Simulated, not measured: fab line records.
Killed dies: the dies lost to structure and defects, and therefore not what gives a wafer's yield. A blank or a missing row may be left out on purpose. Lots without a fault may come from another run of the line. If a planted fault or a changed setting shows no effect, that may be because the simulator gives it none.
Matching of chambers + flow gf180mcu + rie diel-02 running GF_M5_ETCH_09: 4 sister chambers
The step etches Si3N4 in CF4/O2, target depth 52 nm, time 11.6 s. 8 wafers are shown with their chamber, then 8 later ones without.

WAFERS, EACH WITH ITS CHAMBER
| wafer  | chamber | drypump motor current A (A) | oes product au (a.u.) |
|--------|---------|-----------------------------|-----------------------|
| L078.1 | 3       | 6.3                         | 1.022                 |
| L083.3 | 2       | 5.4                         | 1.030                 |
| L087.2 | 3       | 6.4                         | 1.030                 |
| L087.3 | 1       | 6.1                         | 1.017                 |
| L089.1 | 2       | 5.4                         | 1.028                 |
| L089.3 | 0       | 5.2                         | 1.033                 |
| L089.6 | 0       | 5.3                         | 1.031                 |
| L091.2 | 1       | 6.1                         | 1.029                 |

WAFERS WITH NO CHAMBER GIVEN
| wafer  | drypump motor current A (A) | oes product au (a.u.) |
|--------|-----------------------------|-----------------------|
| L091.4 | 5.4                         | 1.014                 |
| L091.5 | 6.1                         | 1.033                 |
| L093.2 | 5.4                         | 1.020                 |
| L093.5 | 5.3                         | 1.028                 |
| L093.6 | 6.1                         | 1.027                 |
| L097.1 | 6.4                         | 1.014                 |
| L097.2 | 6.1                         | 1.026                 |
| L097.6 | 6.1                         | 1.028                 |

EACH ONE'S CHAMBER
| wafer  | from the rows above     | in truth |
|--------|-------------------------|----------|
| L091.4 | can't be placed: 2 or 0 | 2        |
| L091.5 | 1                       | 1        |
| L093.2 | 2                       | 2        |
| L093.5 | can't be placed: 0 or 2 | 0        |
| L093.6 | 1                       | 1        |
| L097.1 | 3                       | 3        |
| L097.2 | 1                       | 1        |
| L097.6 | 1                       | 1        |
Correctly placed: 6 of 8. Can't be placed from these rows: 2 (the true chamber is among the candidates in 2). 0 placed wrongly.
How it was worked out, from the rows above alone: a wafer's distance from a chamber is the root of the sum, over the readings, of the square of ((its reading less the chamber's mean) divided by the reading's scatter). If the next closest chamber is less than 2 further off than the closest, the wafer can't be placed; otherwise it belongs to the closest. For every chamber, the mean is computed from those of its wafers that are shown. The scatter: take each reading less its chamber's mean, square it, sum over the shown wafers, divide by the number of wafers less the number of chambers, and take the root.
